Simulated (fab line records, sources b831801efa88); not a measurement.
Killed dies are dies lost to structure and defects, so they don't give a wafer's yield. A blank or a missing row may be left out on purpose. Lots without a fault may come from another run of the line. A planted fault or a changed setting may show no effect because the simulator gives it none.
fab line records | flow gf180mcu
record lots=24 wafers=72 last_day=34
route steps=602 shown PSD@256 M3@409 M4@470 MIM@504 TOP_METAL@570
lots that met no fault: from a run of the same line without faults
start_h: hours from the record's first day to the start of the lot's first wafer shown | wait_h: hours since the lot's step before | " the same as in the row above | L1.1+2: a row that stands for several wafers | - no value, or no start given | * or withheld: withheld | < > ~ a bound
route shown NAME@n: a module of which the file shows steps, and the number in the route of the first | usual: mean/standard deviation of fault-free wafers | same: alike in all rows | chamber/n: place in a boat | sites: the reading at each site | _std_site: their standard deviation | _edge_site: outer sites' mean less inner sites' | radius_mm: how far each site lies from the wafer's centre | mask NAME#n: copy n | behind: the tool/chamber that last shaped the wafer | hold: why the lot was held/for how many hours/how that ended | device: the transistor (n, p or np) that didn't switch | end of line: the same wafers' tests at the end of the route | a step without rows: its recipe alone | killed: dies lost to structure and defects at the first sort, not the wafer's yield | map: a wafer's dies, x killed, . not, _ none there
set.NAME: the setting as run; set.NAME@STEP: as run at that earlier step | model.NAME: the simulator's own value behind a step, which no gauge read
steps of the route over a sample of lots; a table a step, a row a wafer
services: from which hour (start_h, from the record's first day; less than 0 if before it) a tool's chamber was out of use, for how many hours, and why
## steps
# step GF_PSD_OVL_MEAS_08
# usual PSD_OVL=-1.1/1.2
# columns lot.wafer tool chamber start_h wait_h PSD_OVL[nm]
L074.2 overlay-01 - 329.08 0.1 -2.0
L074.3 " - " " -2.5
L074.4 " - " " -3.0
L075.1 overlay-02 - 329.41 0.1 -2.7
L075.2 " - " " -1.7
L075.4 " - " " -3.2
L076.1 overlay-02 - 337.56 0.1 1.7
L076.2 " - " " 0.4
L076.6 " - " " -0.3
L077.1 overlay-02 - 343.01 0.1 -0.4
L077.2 " - " " -0.3
L077.3 " - " " 0.3
L078.1 overlay-02 - 348.62 0.1 0.2
L078.5 " - " " -1.3
L078.6 " - " " -0.4
L079.3 overlay-02 - 368.18 0.1 -2.4
L079.5 " - " " -1.8
L079.6 " - " " -1.3
L080.2 overlay-01 - 377.41 0.1 -2.2
L080.3 " - " " -0.7
L080.5 " - " " -1.8
L081.1 overlay-01 - 380.63 0.1 -2.8
L081.2 " - " " -3.7
L081.5 " - " " -2.2
L082.2 overlay-01 - 382.84 0.1 -1.9
L082.5 " - " " -2.3
L082.6 " - " " -2.4
L083.3 overlay-01 - 394.24 0.1 -1.1
L083.4 " - " " -0.3
L083.6 " - " " -0.7
L084.1 overlay-01 - 414.63 0.1 -0.5
L084.4 " - " " -2.9
L084.5 " - " " -1.6
L085.2 overlay-02 - 422.04 0.1 -0.6
L085.4 " - " " -1.5
L085.6 " - " " -0.1
L086.1 overlay-02 - 424.43 0.1 -1.7
L086.4 " - " " -0.6
L086.6 " - " " -1.0
L087.2 overlay-01 - 431.37 0.1 -2.7
L087.3 " - " " -0.4
L087.5 " - " " -0.4
L088.3 overlay-01 - 438.92 0.1 -0.2
L088.5 " - " " -1.5
L088.6 " - " " -0.4
L090.2 overlay-02 - 462.64 0.1 0.0
L090.3 " - " " -0.9
L090.4 " - " " -0.9
L089.1 overlay-01 - 465.15 0.1 -1.5
L089.3 " - " " -0.9
L089.6 " - " " -2.6
L091.2 overlay-01 - 475.97 0.1 -1.0
L091.4 " - " " -1.0
L091.5 " - " " -0.9
L092.3 overlay-01 - 476.84 0.1 -2.8
L092.4 " - " " -3.8
L092.5 " - " " -2.4
L093.2 overlay-01 - 485.29 0.1 -2.5
L093.5 " - " " -1.5
L093.6 " - " " -1.7
L094.1 overlay-01 - 494.27 0.1 0.7
L094.3 " - " " -1.0
L094.4 " - " " -0.8
L095.1 overlay-01 - 499.47 0.1 -0.1
L095.3 " - " " -0.9
L095.4 " - " " -2.0
L096.1 overlay-01 - 502.90 0.1 0.6
L096.3 " - " " 0.7
L096.6 " - " " -0.3
L097.1 overlay-01 - 513.40 0.1 -0.8
L097.2 " - " " -2.1
L097.6 " - " " -1.7
# step GF_M3_SPUTTER_00
# recipe material=Ti target_thk_nm=37.5 arriving_ion_energy_ev=80 substrate_temp_c=200 chamber_pressure_pa=2 power_w=4000 time_s=150
# usual cathode_dc_power_W=4000.1/0.69 substrate_temp_c=200.00/0.15 throttle_valve_pct=30.0/0.83
# columns lot.wafer tool chamber start_h wait_h cathode_dc_power_W substrate_temp_c throttle_valve_pct
L074.2 pvd_sputter-03 - 480.55 0.1 4000.2 199.93 29.0
L074.3 " - " " 4001.2 199.87 30.0
L074.4 " - " " 4000.0 200.00 29.7
L075.1 pvd_sputter-04 - 481.17 0.1 3999.6 200.04 28.4
L075.2 " - " " 3999.0 200.12 30.1
L075.4 " - " " 4000.1 199.90 31.2
L076.1 pvd_sputter-04 - 487.02 0.1 3999.5 200.27 30.3
L076.2 " - " " 3999.3 199.81 28.8
L076.6 " - " " 4000.2 200.21 30.3
L077.1 pvd_sputter-02 - 494.20 0.2 3999.3 200.23 30.3
L077.2 " - " " 4000.8 199.91 29.8
L077.3 " - " " 3999.6 200.26 30.6
L078.1 pvd_sputter-02 - 499.70 0.2 4000.9 199.92 28.5
L078.5 " - " " 3999.0 199.84 30.6
L078.6 " - " " 3999.8 199.95 28.4
L079.3 pvd_sputter-03 - 520.79 0.2 3999.6 200.02 29.8
L079.5 " - " " 3999.8 199.96 29.5
L079.6 " - " " 4001.2 200.00 29.3
L080.2 pvd_sputter-04 - 532.22 0.2 4000.4 200.17 30.5
L080.3 " - " " 4001.2 200.08 28.7
L080.5 " - " " 4001.0 199.99 30.3
L081.1 pvd_sputter-03 - 532.68 0.2 4000.5 200.08 29.6
L081.2 " - " " 4001.5 199.90 29.5
L081.5 " - " " 4000.4 199.89 29.3
L082.2 pvd_sputter-04 - 535.27 0.2 4000.6 199.90 30.4
L082.5 " - " " 3999.9 199.89 30.4
L082.6 " - " " 3999.8 200.25 30.3
L083.3 pvd_sputter-03 - 547.62 0.1 3999.2 199.98 29.6
L083.4 " - " " 3998.3 200.17 31.2
L083.6 " - " " 4000.1 199.96 29.4
L084.1 pvd_sputter-04 - 565.64 0.1 3999.0 200.17 31.2
L084.4 " - " " 3999.1 199.95 29.9
L084.5 " - " " 4000.0 199.79 30.4
L085.2 pvd_sputter-03 - 571.96 0.1 3999.8 200.04 29.3
L085.4 " - " " 4001.1 200.16 29.4
L085.6 " - " " 4000.0 199.67 31.3
L086.1 pvd_sputter-03 - 575.25 0.2 3999.8 200.06 31.0
L086.4 " - " " 3999.0 199.90 31.2
L086.6 " - " " 3999.7 200.22 29.4
L087.2 pvd_sputter-04 - 580.66 0.2 3999.3 200.08 31.0
L087.3 " - " " 3999.5 200.07 30.0
L087.5 " - " " 4000.0 200.18 31.2
L088.3 pvd_sputter-02 - 585.62 0.2 4000.3 199.90 28.5
L088.5 " - " " 3998.7 200.12 28.5
L088.6 " - " " 3999.5 200.08 30.7
L090.2 pvd_sputter-04 - 608.14 0.2 3999.6 200.05 30.1
L090.3 " - " " 3999.9 199.94 31.2
L090.4 " - " " 4000.4 199.98 28.8
L089.1 pvd_sputter-04 - 610.53 0.1 4001.3 199.88 31.4
L089.3 " - " " 4000.1 199.89 30.2
L089.6 " - " " 4000.8 199.84 31.2
L091.2 pvd_sputter-03 - 618.90 0.2 3999.1 200.12 31.1
L091.4 " - " " 3999.8 199.79 29.8
L091.5 " - " " 3999.4 200.18 29.8
L092.3 pvd_sputter-03 - 621.36 0.1 4000.8 199.70 29.5
L092.4 " - " " 3999.5 200.15 30.0
L092.5 " - " " 3999.3 199.91 31.0
L093.2 pvd_sputter-03 - 627.09 0.1 4000.6 199.98 30.1
L093.5 " - " " 4000.4 200.11 29.3
L093.6 " - " " 4000.3 199.94 29.8
L094.1 pvd_sputter-04 - 635.44 0.2 3999.7 200.14 30.0
L094.3 " - " " 4000.2 200.09 31.1
L094.4 " - " " 3999.4 199.93 28.7
L095.1 pvd_sputter-02 - 640.47 0.2 4000.4 200.10 30.6
L095.3 " - " " 3999.8 199.72 29.3
L095.4 " - " " 4001.5 200.17 28.4
L096.1 pvd_sputter-03 - 643.23 0.1 4000.5 200.24 29.6
L096.3 " - " " 4000.9 200.03 28.9
L096.6 " - " " 4000.9 200.09 29.5
L097.1 pvd_sputter-04 - 650.98 0.1 4001.0 200.03 30.5
L097.2 " - " " 3999.8 200.24 31.2
L097.6 " - " " 4000.1 200.08 31.2
# step GF_M4_CD_MEAS_14
# recipe target_cd_nm=280
# usual cd_nm=280.1/1.2
# columns lot.wafer tool chamber start_h wait_h cd_nm
L074.2 cd_sem-02 - 553.47 0.1 280.3
L074.3 " - " " 280.1
L074.4 " - " " 280.3
L075.1 cd_sem-02 - 554.10 0.1 281.6
L075.2 " - " " 280.9
L075.4 " - " " 280.7
L076.1 cd_sem-01 - 559.62 0.1 279.1
L076.2 " - " " 278.9
L076.6 " - " " 278.2
L077.1 cd_sem-01 - 565.43 0.1 280.7
L077.2 " - " " 279.3
L077.3 " - " " 280.4
L078.1 cd_sem-01 - 570.62 0.1 282.5
L078.5 " - " " 281.2
L078.6 " - " " 281.0
L079.3 cd_sem-01 - 590.89 0.1 280.3
L079.5 " - " " 281.3
L079.6 " - " " 280.1
L080.2 cd_sem-02 - 601.25 0.1 278.6
L080.3 " - " " 279.2
L080.5 " - " " 278.0
L081.1 cd_sem-02 - 601.55 0.1 280.4
L081.2 " - " " 279.5
L081.5 " - " " 279.4
L082.2 cd_sem-01 - 604.17 0.1 279.3
L082.5 " - " " 279.4
L082.6 " - " " 279.8
L083.3 cd_sem-02 - 615.41 0.1 281.0
L083.4 " - " " 280.7
L083.6 " - " " 280.8
L084.1 cd_sem-01 - 631.92 0.1 279.8
L084.4 " - " " 278.9
L084.5 " - " " 280.9
L085.2 cd_sem-01 - 638.04 0.1 280.9
L085.4 " - " " 282.8
L085.6 " - " " 282.6
L086.1 cd_sem-01 - 640.52 0.3 279.0
L086.4 " - " " 279.4
L086.6 " - " " 278.6
L087.2 cd_sem-01 - 645.85 0.1 281.8
L087.3 " - " " 280.7
L087.5 " - " " 281.2
L088.3 cd_sem-01 - 649.86 0.1 280.1
L088.5 " - " " 280.8
L088.6 " - " " 279.4
L090.2 cd_sem-01 - 671.46 0.1 280.2
L090.3 " - " " 280.1
L090.4 " - " " 279.6
L089.1 cd_sem-01 - 672.37 0.1 279.9
L089.3 " - " " 280.0
L089.6 " - " " 281.9
L091.2 cd_sem-01 - 681.29 0.1 278.1
L091.4 " - " " 279.0
L091.5 " - " " 279.1
L092.3 cd_sem-02 - 683.91 0.1 281.0
L092.4 " - " " 281.9
L092.5 " - " " 280.0
L093.2 cd_sem-01 - 689.81 0.1 281.9
L093.5 " - " " 282.2
L093.6 " - " " 282.2
L094.1 cd_sem-02 - 696.14 0.1 281.1
L094.3 " - " " 280.5
L094.4 " - " " 280.7
L095.1 cd_sem-01 - 699.97 0.1 278.9
L095.3 " - " " 277.7
L095.4 " - " " 278.2
L096.1 cd_sem-01 - 704.29 0.1 280.5
L096.3 " - " " 279.5
L096.6 " - " " 279.2
L097.1 cd_sem-02 - 710.24 0.1 278.7
L097.2 " - " " 279.5
L097.6 " - " " 279.5
# step GF_M4_OVL_MEAS_15
# usual M4_OVL=0/5.1
# columns lot.wafer tool chamber start_h wait_h M4_OVL[nm]
L074.2 overlay-02 - 553.57 0.1 1
L074.3 " - " " 8
L074.4 " - " " 7
L075.1 overlay-01 - 554.22 0.1 3
L075.2 " - " " 6
L075.4 " - " " 6
L076.1 overlay-01 - 559.74 0.1 -4
L076.2 " - " " 0
L076.6 " - " " -4
L077.1 overlay-01 - 565.55 0.1 3
L077.2 " - " " 9
L077.3 " - " " 6
L078.1 overlay-01 - 570.74 0.1 -4
L078.5 " - " " -1
L078.6 " - " " -4
L079.3 overlay-01 - 590.98 0.1 -3
L079.5 " - " " -2
L079.6 " - " " -2
L080.2 overlay-02 - 601.36 0.1 5
L080.3 " - " " 4
L080.5 " - " " 1
L081.1 overlay-02 - 601.67 0.1 2
L081.2 " - " " -2
L081.5 " - " " -1
L082.2 overlay-01 - 604.27 0.1 7
L082.5 " - " " 7
L082.6 " - " " 6
L083.3 overlay-01 - 615.50 0.1 4
L083.4 " - " " 0
L083.6 " - " " 4
L084.1 overlay-01 - 632.04 0.1 -1
L084.4 " - " " 2
L084.5 " - " " 5
L085.2 overlay-02 - 638.14 0.1 5
L085.4 " - " " 1
L085.6 " - " " 9
L086.1 overlay-01 - 640.64 0.1 -8
L086.4 " - " " -5
L086.6 " - " " -3
L087.2 overlay-01 - 645.96 0.1 3
L087.3 " - " " 3
L087.5 " - " " 0
L088.3 overlay-02 - 649.95 0.1 -4
L088.5 " - " " 2
L088.6 " - " " 1
L090.2 overlay-01 - 671.57 0.1 -2
L090.3 " - " " -3
L090.4 " - " " -7
L089.1 overlay-02 - 672.49 0.1 -5
L089.3 " - " " -10
L089.6 " - " " -7
L091.2 overlay-02 - 681.39 0.1 10
L091.4 " - " " 7
L091.5 " - " " 4
L092.3 overlay-02 - 684.00 0.1 -2
L092.4 " - " " -6
L092.5 " - " " -3
L093.2 overlay-01 - 689.92 0.1 -3
L093.5 " - " " -6
L093.6 " - " " -7
L094.1 overlay-01 - 696.26 0.1 4
L094.3 " - " " 2
L094.4 " - " " 3
L095.1 overlay-01 - 700.09 0.1 -7
L095.3 " - " " -8
L095.4 " - " " -9
L096.1 overlay-02 - 704.41 0.1 2
L096.3 " - " " -4
L096.6 " - " " 1
L097.1 overlay-02 - 710.36 0.1 4
L097.2 " - " " -3
L097.6 " - " " -5
# step GF_MIM_SPUTTER_01
# recipe material=TiN target_thk_nm=30 power_w=6500 time_s=25 chamber_pressure_pa=0.4
# usual cathode_dc_power_W=6499.9/1.1 throttle_valve_pct=30.0/0.85
# columns lot.wafer tool chamber start_h wait_h cathode_dc_power_W throttle_valve_pct
L074.2 pvd_sputter-03 - 578.59 0.1 6497.9 29.2
L074.3 " - " " 6499.1 29.5
L074.4 " - " " 6500.1 31.1
L075.1 pvd_sputter-03 - 579.35 0.1 6501.8 31.3
L075.2 " - " " 6500.3 29.3
L075.4 " - " " 6501.0 29.6
L076.1 pvd_sputter-02 - 584.71 0.1 6499.8 29.6
L076.2 " - " " 6501.0 28.5
L076.6 " - " " 6502.2 28.6
L077.1 pvd_sputter-04 - 590.10 0.1 6499.2 31.2
L077.2 " - " " 6498.1 28.6
L077.3 " - " " 6499.4 30.3
L078.1 pvd_sputter-03 - 595.50 0.1 6499.8 31.2
L078.5 " - " " 6500.4 29.3
L078.6 " - " " 6499.4 29.4
L079.3 pvd_sputter-02 - 614.94 0.1 6499.1 28.8
L079.5 " - " " 6499.6 30.6
L079.6 " - " " 6501.9 28.5
L080.2 pvd_sputter-04 - 625.03 0.1 6502.1 30.0
L080.3 " - " " 6500.6 28.6
L080.5 " - " " 6499.8 31.3
L081.1 pvd_sputter-03 - 625.59 0.1 6499.4 29.4
L081.2 " - " " 6499.8 30.1
L081.5 " - " " 6499.5 31.1
L082.2 pvd_sputter-02 - 627.83 0.1 6501.0 29.6
L082.5 " - " " 6500.6 30.6
L082.6 " - " " 6499.8 28.3
L083.3 pvd_sputter-04 - 639.09 0.1 6500.2 28.6
L083.4 " - " " 6499.6 30.2
L083.6 " - " " 6498.8 31.2
L084.1 pvd_sputter-04 - 655.14 0.1 6500.2 30.0
L084.4 " - " " 6499.5 28.8
L084.5 " - " " 6500.4 31.3
L085.2 pvd_sputter-03 - 663.33 3.0 6498.4 29.9
L085.4 " - " " 6500.5 29.3
L085.6 " - " " 6501.0 29.8
L086.1 pvd_sputter-03 - 663.75 0.1 6498.3 29.9
L086.4 " - " " 6499.1 31.1
L086.6 " - " " 6499.3 29.9
L087.2 pvd_sputter-02 - 668.12 0.1 6499.6 28.8
L087.3 " - " " 6499.9 30.4
L087.5 " - " " 6498.3 29.4
L088.3 pvd_sputter-04 - 672.08 0.1 6499.9 30.0
L088.5 " - " " 6499.6 31.1
L088.6 " - " " 6500.1 30.5
L090.2 pvd_sputter-04 - 694.29 0.1 6500.4 31.2
L090.3 " - " " 6497.7 28.7
L090.4 " - " " 6500.6 29.7
L089.1 pvd_sputter-03 - 695.43 0.1 6501.1 30.0
L089.3 " - " " 6499.6 29.8
L089.6 " - " " 6499.8 29.4
L091.2 pvd_sputter-02 - 703.53 0.1 6498.2 28.5
L091.4 " - " " 6500.2 30.1
L091.5 " - " " 6500.7 28.3
L092.3 pvd_sputter-04 - 705.56 0.1 6499.4 31.3
L092.4 " - " " 6500.8 30.4
L092.5 " - " " 6501.8 31.2
L093.2 pvd_sputter-03 - 710.70 0.1 6499.9 29.7
L093.5 " - " " 6500.0 30.0
L093.6 " - " " 6500.3 31.1
L094.1 pvd_sputter-02 - 717.88 0.1 6500.0 30.2
L094.3 " - " " 6499.6 29.6
L094.4 " - " " 6501.1 30.5
L095.1 pvd_sputter-04 - 720.64 0.1 6497.3 30.1
L095.3 " - " " 6499.3 30.4
L095.4 " - " " 6500.9 30.1
L096.1 pvd_sputter-02 - 725.92 0.1 6500.1 29.5
L096.3 " - " " 6498.6 30.3
L096.6 " - " " 6499.9 30.3
L097.1 pvd_sputter-04 - 731.34 0.1 6498.6 30.1
L097.2 " - " " 6501.2 30.3
L097.6 " - " " 6501.1 29.0
# step GF_TOP_METAL_SPUTTER_03
# recipe material=Ti target_thk_nm=5 substrate_temp_c=300 chamber_pressure_pa=0.3 power_w=3000 time_s=3.3
# usual cathode_dc_power_W=3000.0/0.58 substrate_temp_c=300.02/0.2 throttle_valve_pct=30.1/0.82
# columns lot.wafer tool chamber start_h wait_h cathode_dc_power_W substrate_temp_c throttle_valve_pct
L074.2 pvd_sputter-02 - 644.37 0.0 3000.6 300.25 30.1
L074.3 " - " " 3000.4 299.93 29.8
L074.4 " - " " 3000.0 300.09 30.5
L075.1 pvd_sputter-03 - 645.45 0.0 3000.7 299.98 30.0
L075.2 " - " " 3001.0 300.21 29.6
L075.4 " - " " 2999.4 300.36 29.3
L076.1 pvd_sputter-02 - 650.10 0.0 3001.6 300.13 28.6
L076.2 " - " " 3000.1 300.11 29.5
L076.6 " - " " 3000.4 300.52 29.3
L077.1 pvd_sputter-02 - 654.48 0.0 2999.4 299.61 30.4
L077.2 " - " " 2999.7 300.03 30.0
L077.3 " - " " 2999.4 299.65 28.7
L078.1 pvd_sputter-02 - 661.03 0.0 3001.0 299.99 29.9
L078.5 " - " " 2999.2 299.76 29.5
L078.6 " - " " 2998.7 299.67 28.6
L079.3 pvd_sputter-03 - 677.96 0.0 3000.8 300.08 29.7
L079.5 " - " " 3000.2 300.04 31.1
L079.6 " - " " 2999.3 299.87 29.5
L080.2 pvd_sputter-03 - 687.65 0.0 2999.9 300.15 29.8
L080.3 " - " " 2999.4 300.32 29.5
L080.5 " - " " 2999.4 299.91 30.1
L081.1 pvd_sputter-03 - 688.36 0.0 3000.6 299.81 29.1
L081.2 " - " " 3000.6 299.97 29.9
L081.5 " - " " 3000.5 300.11 29.3
L082.2 pvd_sputter-01 - 691.19 0.0 3000.7 299.99 31.5
L082.5 " - " " 2999.6 299.50 30.9
L082.6 " - " " 3000.5 299.98 30.1
L083.3 pvd_sputter-01 - 700.85 0.0 3000.1 300.08 30.8
L083.4 " - " " 3000.8 299.75 30.4
L083.6 " - " " 2999.7 300.13 30.4
L084.1 pvd_sputter-01 - 714.49 0.0 3000.7 299.81 29.9
L084.4 " - " " 2999.7 300.17 30.5
L084.5 " - " " 3000.2 299.98 31.6
L085.2 pvd_sputter-01 - 722.81 0.0 2999.6 299.72 30.0
L085.4 " - " " 2999.4 299.96 30.9
L085.6 " - " " 3000.2 300.19 30.1
L086.1 pvd_sputter-03 - 724.65 0.0 3000.1 300.00 29.5
L086.4 " - " " 3000.5 300.11 29.6
L086.6 " - " " 3000.8 299.80 29.8
L087.2 pvd_sputter-01 - 727.80 0.0 2999.9 300.29 30.5
L087.3 " - " " 3000.6 300.01 30.6
L087.5 " - " " 3000.4 299.98 30.7
L088.3 pvd_sputter-01 - 731.09 0.0 3000.5 300.35 29.8
L088.5 " - " " 2999.4 300.22 30.1
L088.6 " - " " 2999.4 300.15 31.7
L090.2 pvd_sputter-03 - 752.22 0.0 3000.4 299.87 29.4
L090.3 " - " " 3000.7 300.01 29.4
L090.4 " - " " 3000.4 299.86 31.1
L089.1 pvd_sputter-02 - 752.52 0.0 3000.3 299.61 29.6
L089.3 " - " " 3000.5 300.28 28.3
L089.6 " - " " 3000.1 300.02 28.5
L091.2 pvd_sputter-03 - 760.40 0.0 2999.7 300.00 29.8
L091.4 " - " " 3001.4 299.74 29.0
L091.5 " - " " 3000.3 300.09 30.9
L092.3 pvd_sputter-02 - 762.19 0.0 2999.8 300.01 30.8
L092.4 " - " " 3000.4 300.19 30.1
L092.5 " - " " 3000.0 300.10 30.1
L093.2 pvd_sputter-03 - 766.70 0.0 2999.5 300.08 29.8
L093.5 " - " " 3000.0 300.13 29.3
L093.6 " - " " 3000.7 300.10 29.8
L094.1 pvd_sputter-02 - 771.70 0.0 2999.0 300.38 30.2
L094.3 " - " " 2999.4 300.19 29.6
L094.4 " - " " 3000.6 300.10 28.3
L095.1 pvd_sputter-03 - 775.95 0.0 2999.9 300.12 29.5
L095.3 " - " " 2999.7 300.09 30.9
L095.4 " - " " 3000.5 300.21 29.4
L096.1 pvd_sputter-01 - 779.55 0.0 3000.6 299.66 30.9
L096.3 " - " " 2999.8 299.94 29.9
L096.6 " - " " 2999.2 299.84 30.1
L097.1 pvd_sputter-03 - 784.22 0.0 3000.3 300.31 29.5
L097.2 " - " " 3000.7 299.88 29.3
L097.6 " - " " 3000.0 300.32 29.8
## services
# columns tool chamber start_h hours kind
pvd_sputter-02 - 479.58 3.5 repair
pvd_sputter-03 - 485.97 0.5 repair
pvd_sputter-02 - 500.48 1.1 repair
pvd_sputter-02 - 506.28 4.6 repair
pvd_sputter-01 - 521.48 38.2 repair
pvd_sputter-03 1 566.66 - consumable_replace:kit
pvd_sputter-03 1 566.66 18.0 scheduled_down
pvd_sputter-03 1 566.66 18.0 vent_cycle
pvd_sputter-02 3 583.04 - consumable_replace:kit
pvd_sputter-02 3 583.04 18.0 scheduled_down
pvd_sputter-02 3 583.04 18.0 vent_cycle
pvd_sputter-01 - 606.38 8.8 repair
pvd_sputter-01 2 623.77 - consumable_replace:kit
pvd_sputter-01 2 623.77 18.0 scheduled_down
pvd_sputter-03 - 634.71 5.6 repair
pvd_sputter-03 0 678.01 - consumable_replace:kit
pvd_sputter-04 0 704.09 - consumable_replace:kit
pvd_sputter-04 0 704.09 18.0 scheduled_down
pvd_sputter-04 0 704.09 18.0 vent_cycle
pvd_sputter-02 2 722.04 - consumable_replace:kit
pvd_sputter-02 2 722.04 18.0 scheduled_down
pvd_sputter-02 2 722.04 18.0 vent_cycle
pvd_sputter-02 - 726.46 3.6 repair
pvd_sputter-03 - 746.27 2.1 repair
## key
fault none
